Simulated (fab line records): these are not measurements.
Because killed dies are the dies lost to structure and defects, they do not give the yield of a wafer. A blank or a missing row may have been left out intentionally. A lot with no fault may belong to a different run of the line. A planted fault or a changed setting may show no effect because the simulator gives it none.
Chamber matching + flow sky130 + SKY_VIA4_CMP_21 on cmp-02: 4 sister chambers
The step polishes, stops on SiO2, t overpolish 25 s, target thk 0 nm. 4 wafers are shown with their chamber, then 7 later ones without.

== WAFERS, EACH WITH ITS CHAMBER ==
| wafer  | chamber | motor current A (A) |
|--------|---------|---------------------|
| L280.4 | 0       | 10.5                |
| L280.6 | 1       | 12.7                |
| L282.2 | 2       | 11.3                |
| L282.3 | 3       | 11.2                |

== WAFERS WITHOUT THEIR CHAMBER ==
| wafer  | motor current A (A) |
|--------|---------------------|
| L282.6 | 10.7                |
| L284.1 | 12.2                |
| L284.2 | 10.5                |
| L284.4 | 11.8                |
| L297.1 | 11.8                |
| L297.5 | 12.4                |
| L297.6 | 10.5                |

== WHICH CHAMBER EACH WENT THROUGH ==
| wafer  | from the rows above          | in truth |
|--------|------------------------------|----------|
| L282.6 | can't be placed: 0 or 3 or 2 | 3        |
| L284.1 | can't be placed: 1 or 2 or 3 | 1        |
| L284.2 | can't be placed: 0 or 3      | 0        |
| L284.4 | can't be placed: 2 or 3 or 1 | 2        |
| L297.1 | can't be placed: 2 or 3 or 1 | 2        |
| L297.5 | 1                            | 1        |
| L297.6 | can't be placed: 0 or 3      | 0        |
Correct placement for 1 of the 7. Not placeable from these rows: 6 (in 6, the candidates include the true chamber). 0 placed wrongly.
How it was worked out, from the rows above alone: a wafer's distance from a chamber is the root of the sum, over the readings, of the square of ((its reading less the chamber's mean) divided by the reading's scatter). The wafer belongs to the nearest chamber; if the next one is less than 2 further off, it can't be placed. For every chamber, the mean is computed from those of its wafers that are shown. The scatter: root of mean squared gap, hidden wafer to nearest shown wafer, with one shown wafer a chamber.
